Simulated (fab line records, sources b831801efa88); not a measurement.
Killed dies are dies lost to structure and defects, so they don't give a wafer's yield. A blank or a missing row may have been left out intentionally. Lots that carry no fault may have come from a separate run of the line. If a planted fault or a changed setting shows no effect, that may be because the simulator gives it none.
Which of the tools did it? | flow gf180mcu | 6 lots, 18 wafers sampled, at 2 steps of a route of 602

## WHAT THE GAUGES SHOWED, per wafer
GF_CONTACT_RS_MEAS_25: the measuring method here is four-point-probe.
lot  | measured     | on           | CONTACT_W_RS (ohm/sq)
L506 | day 17 12:53 | filmMetro-02 | 0.374 0.377 0.372
L508 | day 18 13:28 | filmMetro-04 | 0.380 0.384 0.384
L509 | day 18 16:24 | filmMetro-04 | 0.381 0.380 0.380
L514 | day 20 01:35 | filmMetro-02 | 0.375 0.380 0.376
L519 | day 21 21:38 | filmMetro-04 | 0.382 0.382 0.352 0.382 0.382 0.351
L526 | day 24 14:16 | filmMetro-02 | 0.378 0.383 0.382

## WHICH TOOL RAN EACH LOT (tool, then ch and the chambers of the sampled wafers, then the start)
lot  | GF_CONTACT_CVD_24
L506 | cvdW-01 ch 0,1, day 17 12:47
L508 | cvdW-02 ch 0,1, day 18 13:22
L509 | cvdW-02 ch 0,1, day 18 16:18
L514 | cvdW-01 ch 0,1, day 20 01:28
L519 | cvdW-01 ch 0,1, day 21 21:32
L526 | cvdW-02 ch 0,1, day 24 14:10
- GF_CONTACT_CVD_24: deposits W, target thk 300 nm, time 90.339 s.

## THE ANSWER, worked out from the rows above alone
Rule: the lots themselves supply what counts as usual. The widest of any qualifying gaps counts: lots, ordered by their means at a reading, are off when they make up no more than a third of the lots, leave a main group of 4 or more, and stand apart from it by 3 or more times the standard deviation of that group's means. A main group whose means are all the same, to the digits that the tables above print for the reading, isn't used. Also off: a lot with no number at a reading for which 4 or more lots have one. Any other lot the step has rows for is counted as sound.
No lot is off at any reading shown: from this, nothing can be told.

## WHAT WAS PUT IN BY THE SIMULATOR
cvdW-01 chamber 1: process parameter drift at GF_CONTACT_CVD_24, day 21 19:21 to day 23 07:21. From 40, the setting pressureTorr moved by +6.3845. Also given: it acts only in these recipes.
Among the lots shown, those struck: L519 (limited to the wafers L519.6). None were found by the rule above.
